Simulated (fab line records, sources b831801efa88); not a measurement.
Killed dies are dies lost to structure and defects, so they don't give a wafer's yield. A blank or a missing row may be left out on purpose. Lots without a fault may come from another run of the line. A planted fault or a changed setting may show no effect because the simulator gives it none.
fab line records | flow sky130
record lots=5 wafers=15 last_day=49
route steps=708 shown LDD_P@259 LDD_HVN@267
lots that met no fault: from a run of the same line without faults
start_h: hours from the record's first day to the start of the lot's first wafer shown | wait_h: hours since the lot's step before | " the same as in the row above | L1.1+2: a row that stands for several wafers | - no value, or no start given | * or withheld: withheld | < > ~ a bound
route shown NAME@n: a module of which the file shows steps, and the number in the route of the first | usual: mean/standard deviation of fault-free wafers | same: alike in all rows | chamber/n: place in a boat | sites: the reading at each site | _std_site: their standard deviation | _edge_site: outer sites' mean less inner sites' | radius_mm: how far each site lies from the wafer's centre | mask NAME#n: copy n | behind: the tool/chamber that last shaped the wafer | hold: why the lot was held/for how many hours/how that ended | device: the transistor (n, p or np) that didn't switch | end of line: the same wafers' tests at the end of the route | a step without rows: its recipe alone | killed: dies lost to structure and defects at the first sort, not the wafer's yield | map: a wafer's dies, x killed, . not, _ none there
set.NAME: the setting as run; set.NAME@STEP: as run at that earlier step | model.NAME: the simulator's own value behind a step, which no gauge read
lots at some steps of the route; a table a step, a row a wafer
services: from which hour (start_h, from the record's first day; less than 0 if before it) a tool's chamber was out of use, for how many hours, and why
## steps
# step SKY_LDD_P_EXPOSE_04
# recipe mask_id=PSDM na=0.6 source_shape=conventional sigma_outer=0.6 polarization=unpolarized target_cd_nm=380 dose_mj=138
# step SKY_LDD_P_PEB_05
# recipe temp_c=withheld time_s=* resist=NOVOLAK
# step SKY_LDD_P_DEVELOP_06
# recipe resist=NOVOLAK developer=TMAH develop_time_s=60 dev_temp_c=23
# step SKY_LDD_P_CD_MEAS_07
# recipe target_cd_nm=380
# usual cd_nm=380.1/1.9
# columns lot.wafer tool chamber start_h wait_h cd_nm
L281.1 cd_sem-01 - 447.14 0.1 377.4
L281.4 " - " " 378.1
L281.6 " - " " 378.5
L284.1 cd_sem-01 - 475.03 0.1 382.1
L284.4 " - " " 382.3
L284.5 " - " " 381.5
L295.1 cd_sem-02 - 579.68 0.1 381.2
L295.5 " - " " 381.0
L295.6 " - " " 380.6
L296.3 cd_sem-01 - 582.91 0.1 382.3
L296.4 " - " " 383.5
L296.5 " - " " 381.4
L298.3 cd_sem-02 - 604.77 0.1 378.1
L298.5 " - " " 378.5
L298.6 " - " " 376.9
# step SKY_LDD_P_OVL_MEAS_08
# usual LDD_P_OVL=0.1/1.7
# columns lot.wafer tool chamber start_h wait_h LDD_P_OVL[nm]
L281.1 overlay-02 - 447.26 0.1 1.0
L281.4 " - " " 1.6
L281.6 " - " " 0.4
L284.1 overlay-02 - 475.15 0.1 1.8
L284.4 " - " " 2.4
L284.5 " - " " 0.4
L295.1 overlay-02 - 579.80 0.1 -0.1
L295.5 " - " " -0.6
L295.6 " - " " -0.3
L296.3 overlay-01 - 583.01 0.1 1.4
L296.4 " - " " 0.0
L296.5 " - " " 0.7
L298.3 overlay-02 - 604.86 0.1 -0.1
L298.5 " - " " 0.2
L298.6 " - " " 1.0
# step SKY_LDD_P_IMPLANT_09
# recipe species=BF2 energy_kev=25 dose_cm2=1e+13 tilt_deg=withheld
# step SKY_LDD_P_STRIP_10
# recipe chemistry=O2/N2 power_w=1400 pressure_mtorr=1500 platen_temp_c=withheld o2_flow_sccm=3000 n2_flow_sccm=300 overash_fraction=0.5
# usual drypump_motor_current_A=5.7/0.41 o2_flow_sccm=2999/8.3 oes_product_au=0.716/0.0048 strip_time_to_endpoint_s=14.19/0.041
# columns lot.wafer tool chamber start_h wait_h drypump_motor_current_A o2_flow_sccm oes_product_au rf_hours_counter_h strip_time_to_endpoint_s
L281.1 plasma_asher-03 0 447.45 0.1 5.5 2991 0.716 34 14.20
L281.4 " 1 " " 5.6 2983 0.711 - 14.21
L281.6 " 1 " " 5.6 2996 0.712 - 14.20
L284.1 plasma_asher-03 1 475.34 0.1 5.6 3002 0.719 37 14.11
L284.4 " 1 " " 5.6 2993 0.713 - 14.16
L284.5 " 0 " " 5.6 2983 0.719 - 14.14
L295.1 plasma_asher-01 0 579.98 0.1 5.0 2998 0.712 15 14.21
L295.5 " 1 " " 5.9 3018 0.722 - 14.20
L295.6 " 0 " " 5.0 2998 0.718 - 14.23
L296.3 plasma_asher-03 1 583.21 0.1 5.6 2987 0.720 - 14.16
L296.4 " 0 " " 5.5 2992 0.719 - 14.20
L296.5 " 1 " " 5.6 2994 0.710 - 14.20
L298.3 plasma_asher-01 0 605.07 0.1 5.0 3000 0.712 - 14.24
L298.5 " 0 " " 5.0 2999 0.714 - 14.21
L298.6 " 1 " " 5.9 3007 0.718 - 14.15
# step SKY_LDD_P_TW_MEAS_11
# usual LDD_P_TW=637/6.9
# columns lot.wafer tool chamber start_h wait_h LDD_P_TW
L281.1 film_metro-04 - 447.55 0.1 637
L281.4 " - " " 630
L281.6 " - " " 632
L284.1 film_metro-04 - 475.44 0.1 639
L284.4 " - " " 636
L284.5 " - " " 639
L295.1 film_metro-02 - 580.08 0.1 646
L295.5 " - " " 644
L295.6 " - " " 644
L296.3 film_metro-01 - 583.30 0.1 625
L296.4 " - " " 629
L296.5 " - " " 626
L298.3 film_metro-02 - 605.15 0.1 644
L298.5 " - " " 642
L298.6 " - " " 644
# step SKY_LDD_HVN_DEHYDRATE_00
# recipe temp_c=200 time_s=60
# step SKY_LDD_HVN_HMDS_01
# recipe prime_time_s=60 prime_temp_c=120
# step SKY_LDD_HVN_COAT_02
# recipe resist=NOVOLAK spin_rpm=3000 resist_thk_nm=300
# step SKY_LDD_HVN_SOFTBAKE_03
# recipe temp_c=90 time_s=60 resist=NOVOLAK
# step SKY_LDD_HVN_EXPOSE_04
# recipe mask_id=HVNTM na=0.6 source_shape=conventional sigma_outer=0.6 polarization=unpolarized target_cd_nm=700 dose_mj=127
# same na=0.6
# columns lot.wafer tool chamber start_h wait_h mask
L281.1+4+6 iline_stepper-02 0 463.22 - HVNTM#0
L284.1+4+5 iline_stepper-02 0 490.69 - HVNTM_R1#0
L295.1+5+6 iline_stepper-02 0 595.61 - HVNTM#0
L296.3+4+5 iline_stepper-01 0 598.84 - HVNTM#0
L298.3+5+6 iline_stepper-02 0 619.38 - HVNTM#0
# step SKY_LDD_HVN_PEB_05
# recipe temp_c=withheld time_s=* resist=NOVOLAK
## services
# columns tool chamber start_h hours kind
plasma_asher-01 0 430.25 - clean
plasma_asher-01 1 430.25 - clean
iline_stepper-02 0 455.88 - calibration
iline_stepper-01 0 467.28 - calibration
plasma_asher-01 - 473.14 2.8 pm
iline_stepper-02 - 523.40 1.7 pm
iline_stepper-01 - 540.20 1.7 pm
iline_stepper-02 - 571.87 2.1 pm
iline_stepper-02 - 573.95 - consumable_replace:lamp
plasma_asher-03 - 582.19 0.8 repair
plasma_asher-03 - 604.02 9.8 repair
## key
first_sign step=SKY_LDD_HVN_EXPOSE_04 reading=mask direction=changed
effect none on later readings
met_at SKY_LDD_HVN_EXPOSE_04
struck_wafers L284.1,L284.4,L284.5
sort_left_out L284.1,L284.4,L284.5
tester_left_out L284
onset_between 463.22 490.69
fault kind=wrong_mask tool=any chamber=- onset_h=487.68 steps=SKY_LDD_HVN_EXPOSE_04 aux_copy=HVNTM_R1#0 cd_offset_nm=105 scope=struck_lots_only
# tester_left_out: of these lots the tester's yield and bins aren't shown, on N5 and GAA mostly nor the transistor test; their killed dies are dies lost to structure and defects alone, not to doping, threshold or leakage, so they don't give the yield
# sort_left_out: the simulated sort isn't trusted on such a fault, so these wafers' sort isn't shown, and their yield isn't known
